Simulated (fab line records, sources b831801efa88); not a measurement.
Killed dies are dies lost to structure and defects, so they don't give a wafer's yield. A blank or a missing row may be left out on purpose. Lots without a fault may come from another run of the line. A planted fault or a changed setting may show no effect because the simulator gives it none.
One fault seen from 2 desks | flow sky130 | each desk has only its own numbers; what lay behind them comes last

THE METROLOGY DESK
What the gauges read, lot by lot, whatever tool the lot ran on: means of the sampled wafers that have a number. A lot is out of limits, marked OUT, if its mean lies more than 4 standard deviations from the usual mean; the brackets give that distance.
Columns: A = LI_CONTACT_BOW at SKY_LI_CONTACT_BOW_MEAS_03, usual 56 um; B = LI_CONTACT_OVL at SKY_LI_CONTACT_OVL_MEAS_13, usual 0 nm
lot  | first seen here | A  | B
L909 | day 29 20:00    | 54 | -5
L910 | day 30 00:28    | 51 | 2
L913 | day 30 15:42    | 54 | -2
L916 | day 30 17:26    | 55 | 4
L918 | day 30 19:03    | 59 | -5
L919 | day 30 23:23    | 60 | 6
L922 | day 36 07:04    | 58 | -4
L927 | day 36 20:30    | 54 | 8
L928 | day 37 00:35    | 57 | 3
L931 | day 37 04:23    | 63 | -0
L930 | day 37 06:48    | 55 | 2
This desk's finding: nothing out of limits on any of the 11 lots.

THE TOOL OWNER'S DESK: cmp-02
The tool's own readings at SKY_LI_CONTACT_CMP_02 (polishes PSG): means of the sampled wafers that have a number, for each lot that ran on this tool. A lot is out of limits, marked OUT, if its mean lies more than 4 standard deviations from the usual mean; the brackets give that distance.
Columns: A = motor_current_A at SKY_LI_CONTACT_CMP_02, usual 12.4 A; B = platen_rpm at SKY_LI_CONTACT_CMP_02, usual 60.01 rpm; C = time_to_endpoint_s at SKY_LI_CONTACT_CMP_02, usual 33 s
lot  | first seen here | A    | B     | C
L909 | day 29 19:48    | 12.7 | 59.99 | 28
L913 | day 30 15:24    | 12.3 | 59.98 | 37
L918 | day 30 18:45    | 12.2 | 60.04 | 28
L919 | day 30 23:07    | 12.4 | 60.03 | 28
L922 | day 36 06:48    | 11.8 | 60.03 | 31
L927 | day 36 20:15    | 12.7 | 60.00 | 31
L928 | day 37 00:20    | 12.7 | 59.97 | 30
L931 | day 37 04:05    | 12.1 | 60.01 | 35
L930 | day 37 06:28    | 12.3 | 59.99 | 32
This desk's finding: nothing out of limits on any of the 9 lots.

PUT TOGETHER
The metrology desk saw nothing out of limits.
The tool owner's desk saw nothing out of limits.

WHAT THE SIMULATOR HAD PUT IN
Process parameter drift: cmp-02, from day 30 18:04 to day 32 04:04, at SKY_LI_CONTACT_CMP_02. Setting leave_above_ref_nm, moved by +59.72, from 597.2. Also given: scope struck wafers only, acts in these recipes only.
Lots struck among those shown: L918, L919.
